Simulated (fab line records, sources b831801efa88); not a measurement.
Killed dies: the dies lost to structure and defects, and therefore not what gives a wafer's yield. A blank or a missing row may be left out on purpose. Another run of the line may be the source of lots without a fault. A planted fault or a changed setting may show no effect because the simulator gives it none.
Struck lot and sound lot, side by side / flow sky130 / 21 out of 708 route steps
Sound: these wafers, L812.1, L812.3, L812.5. Wafers struck: L816.1, L816.3, L816.4. The cause is given at the end.
Each step with rows lists, per side, the tool, then ch with its chambers, then its first start. Under that, the readings that differ: sound wafers / struck wafers / difference of the means / sigmas: that difference in standard deviations of wafers without a fault.
alike: same words and numbers on both sides, and readings whose means sit less than 2 such deviations apart. not compared: any withheld reading, any reading some wafer has no value for, any bound like >300 that may hide the same value, and any number with overlapping values for which the record gives no deviation.
A row with sigmas, a row that says differs or no value, or rows on one side alone: a step with any of these is where the two part. Numbers that don't overlap but have no deviation are shown without sigmas and don't part them. Lack of a reading on every wafer of one side parts them only where that side has two or more wafers.

first, 1 step without rows for these wafers: SKY_RES_XHIGH_IMPLANT_07.
SKY_RES_XHIGH_STRIP_08: strips in O2/N2.
  sound on plasma_asher-03 ch 0,1, day 31 17:44; struck on plasma_asher-04 ch 0,1, day 32 21:02
  alike: drypump_motor_current_A, oes_product_au, strip_time_to_endpoint_s
  not compared: rf_hours_counter_h
SKY_RES_XHIGH_TW_MEAS_09:
  sound on film_metro-02, day 31 17:50; struck on film_metro-03, day 32 21:08
  alike: RES_XHIGH_TW
then, 7 steps without rows for these wafers: SKY_SD_N_DEHYDRATE_00 (time 60 s); SKY_SD_N_HMDS_01 (prime time 60 s); SKY_SD_N_COAT_02 (resist thk 1140 nm); SKY_SD_N_SOFTBAKE_03 (time 60 s); SKY_SD_N_EXPOSE_04 (exposes mask NSDM, target cd 380 nm); SKY_SD_N_PEB_05; SKY_SD_N_DEVELOP_06 (develop time 60 s).
SKY_SD_N_CD_MEAS_07 targets a cd of 380 nm.
  sound on cd_sem-01, day 32 21:05; struck on cd_sem-02, day 33 23:50
  alike: cd_nm
SKY_SD_N_OVL_MEAS_08:
  sound on overlay-01, day 32 21:13; struck on overlay-01, day 33 23:58
  alike: SD_N_OVL
SKY_SD_N_IMPLANT_09:
  sound on implanter-01 ch 0, day 32 21:14; struck on implanter-01 ch 0, day 33 23:59
reading=dose_ions_cm2; sound=3.996e+15 4.001e+15 4e+15; struck=3.692e+15 3.682e+15 3.692e+15; difference=-3.103e+14; sigmas=-65
  alike: tilt_deg
following that, these wafers have no rows for 1 step: SKY_SD_N_IMPLANT_10.
SKY_SD_N_STRIP_11: strips in O2/N2.
  sound on plasma_asher-02 ch 0,1, day 32 21:32; struck on plasma_asher-03 ch 0,1, day 34 00:17
reading=strip_time_to_endpoint_s (s); sound=22.55 22.56 22.58; struck=22.23 22.31 22.29; difference=-0.29; sigmas=-8
  alike: drypump_motor_current_A, oes_product_au
  not compared: rf_hours_counter_h
SKY_SD_N_TW_MEAS_12:
  sound on film_metro-02, day 32 21:38; struck on film_metro-04, day 34 00:23
  alike: SD_N_TW
then, 1 step without rows for these wafers: SKY_SD_N_CLEAN_13 (cleans in SC1/SC2, time 150 s).
SKY_SD_N_RTA_14: time 2 s.
  sound on rtp_anneal-01 ch 0, day 32 21:45; struck on rtp_anneal-01 ch 0, day 34 00:30
  alike: chamber_o2_ppm, lamp_power_pct, wafer_temp_C_max
SKY_SD_N_RS_MEAS_16: measures by four-point-probe.
  sound on film_metro-03, day 32 21:56; struck on film_metro-02, day 34 00:41
reading=SD_N_RS (ohm/sq); sound=68.48 68.50 68.46; struck=69.13 69.24 69.29; difference=+0.74; sigmas=+6
SKY_SD_N_RS_MEAS_17: measures by four-point-probe.
  sound on film_metro-03, day 32 22:03; struck on film_metro-02, day 34 00:48
  alike: SD_P_RS
-- a jump in the record: the struck wafers' starts before and after are 16 days apart (it breaks off in module SD_N and resumes in module PAD_OPEN, where the first step shown is number 708 of the route) --
SKY_PAD_OPEN_PROBE_99:
  sound on prober-01, day 49 07:04; struck on prober-01, day 50 00:55
reading=model.etest.res_ndiff_hv.rs_ohm_sq; sound=111.5 111.2 111.3; struck=117 117.3 116.8; difference=+6; sigmas=
  alike: killed_at_M0_to_M3, killed_at_M4_up, killed_at_contacts, killed_at_front_end, killed_at_other, killed_dies, killed_open, killed_short

== WHERE THEY PART ==
Earliest at SKY_SD_N_IMPLANT_09; latest, in this record, at SKY_SD_N_RS_MEAS_16. Later steps at which nothing parts them and some readings are alike: SKY_SD_N_RS_MEAS_17, SKY_PAD_OPEN_PROBE_99.

WHY: what the simulator had put in
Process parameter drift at SKY_SD_N_IMPLANT_09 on implanter-01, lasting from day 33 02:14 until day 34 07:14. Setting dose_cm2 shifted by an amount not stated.
